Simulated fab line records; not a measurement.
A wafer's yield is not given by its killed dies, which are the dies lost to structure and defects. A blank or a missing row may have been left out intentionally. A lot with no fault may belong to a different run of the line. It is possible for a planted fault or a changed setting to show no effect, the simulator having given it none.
Comparing a struck lot with a sound one + flow sky130 + 15 out of 708 route steps
Sound: wafers L128.1, L128.5, L128.6. The struck wafers were L130.1, L130.2, L130.5. At the end, the cause is stated.
Each step with rows lists, per side, the tool, then ch with its chambers, then its first start. Under that, the readings that differ: sound wafers + struck wafers + difference of the means + sigmas: that difference in standard deviations of wafers without a fault.
alike: readings whose means differ by less than 2 such deviations, and words and numbers that are the same on both sides. not compared: withheld readings, readings that some wafer has no value for, bounds like >300 that may hide the same value, and numbers for which the record gives no deviation and whose values overlap.
Wherever a step has rows on one side only, a row that says differs or no value, or a row with sigmas, the two part there. Non-overlapping numbers with no deviation appear without sigmas and do not part them. A reading that every wafer of one side lacks parts them only if that side has two wafers or more.

SKY_CAP2M_SPUTTER_02: material TiN, target thk 200 nm, time 166.7 s.
  sound on pvd-sputter-03 at day 39 16:34; struck on pvd-sputter-02 at day 40 02:55
  alike: chamber-pressure-pa, substrate-temp-c, susceptor-temp-C, throttle-valve-pct
SKY_CAP2M_RS_MEAS_03: measures by four-point-probe.
  sound on film-metro-01 at day 39 16:40; struck on film-metro-03 at day 40 03:01
  alike: CAP2M_TIN_RS
SKY_CAP2M_THK_MEAS_04: measures by xrf.
  sound on film-metro-01 at day 39 16:47; struck on film-metro-03 at day 40 03:08
  alike: CAP2M_TIN_THK
then, 7 steps without rows for these wafers: SKY_CAP2M_DEHYDRATE_05 (time 60 s); SKY_CAP2M_HMDS_06 (prime time 60 s); SKY_CAP2M_COAT_07 (resist thk 1140 nm); SKY_CAP2M_SOFTBAKE_08 (time 60 s); SKY_CAP2M_EXPOSE_09 (exposes mask CAP2M, target cd 1000 nm); SKY_CAP2M_PEB_10; SKY_CAP2M_DEVELOP_11 (develop time 60 s).
SKY_CAP2M_OVL_MEAS_12:
  sound on overlay-01 at day 40 16:41; struck on overlay-02 at day 41 02:25
  alike: CAP2M_OVL
SKY_CAP2M_METAL_ETCH_13: etches TiN in Cl2/BCl3, stops on SiO2, target depth 220 nm, time 62.9 s.
  sound on rie-metal-03 ch 0, day 40 16:43; struck on rie-metal-01 ch 0,1, day 41 02:26
| reading                     | sound          | struck         | difference | sigmas |
|-----------------------------|----------------|----------------|------------|--------|
| drypump-motor-current-A (A) | 5.96 5.98 6.00 | 5.83 5.21 5.20 | -0.57      | -2     |
  alike: oes-product-au, throttle-valve-pct
  not compared: rf-hours-counter-h
SKY_CAP2M_STRIP_14: strips in O2/N2.
  sound on plasma-asher-01 ch 0,1, day 40 16:52; struck on plasma-asher-01 ch 0,1, day 41 02:31
  no value came back on the struck wafers for chamber-pressure-mTorr (mTorr), drypump-motor-current-A (A), oes-product-au (a.u.), strip-time-to-endpoint-s (s); on the sound wafers chamber-pressure-mTorr (mTorr) reads 1501.1 1500.3 1498.6
| reading                                    | sound | struck          | difference | sigmas |
|--------------------------------------------|-------|-----------------|------------|--------|
| model.NOVOLAK_of_CAP2M_COAT_07.thk-nm (nm) | 0 0 0 | 990.6 992 995.8 | +992.8     |        |
  not compared: rf-hours-counter-h
then, 1 step without rows for these wafers: SKY_CAP2M_STRIP_15 (strips in post etch residue remover, time 1200 s).
-- the record jumps here: 5 days lie between the struck wafers' starts before and after (it left off in module CAP2M and takes up again in module PAD_OPEN, whose first step shown is number 708 of the route) --
SKY_PAD_OPEN_PROBE_99:
  rows exist in the record for the struck wafers here (prober-01, day 46 02:16), but not for the sound ones

== WHERE THEY PART ==
At SKY_CAP2M_METAL_ETCH_13 first; at SKY_PAD_OPEN_PROBE_99 last (within this record only).

WHY: whatever the simulator had introduced
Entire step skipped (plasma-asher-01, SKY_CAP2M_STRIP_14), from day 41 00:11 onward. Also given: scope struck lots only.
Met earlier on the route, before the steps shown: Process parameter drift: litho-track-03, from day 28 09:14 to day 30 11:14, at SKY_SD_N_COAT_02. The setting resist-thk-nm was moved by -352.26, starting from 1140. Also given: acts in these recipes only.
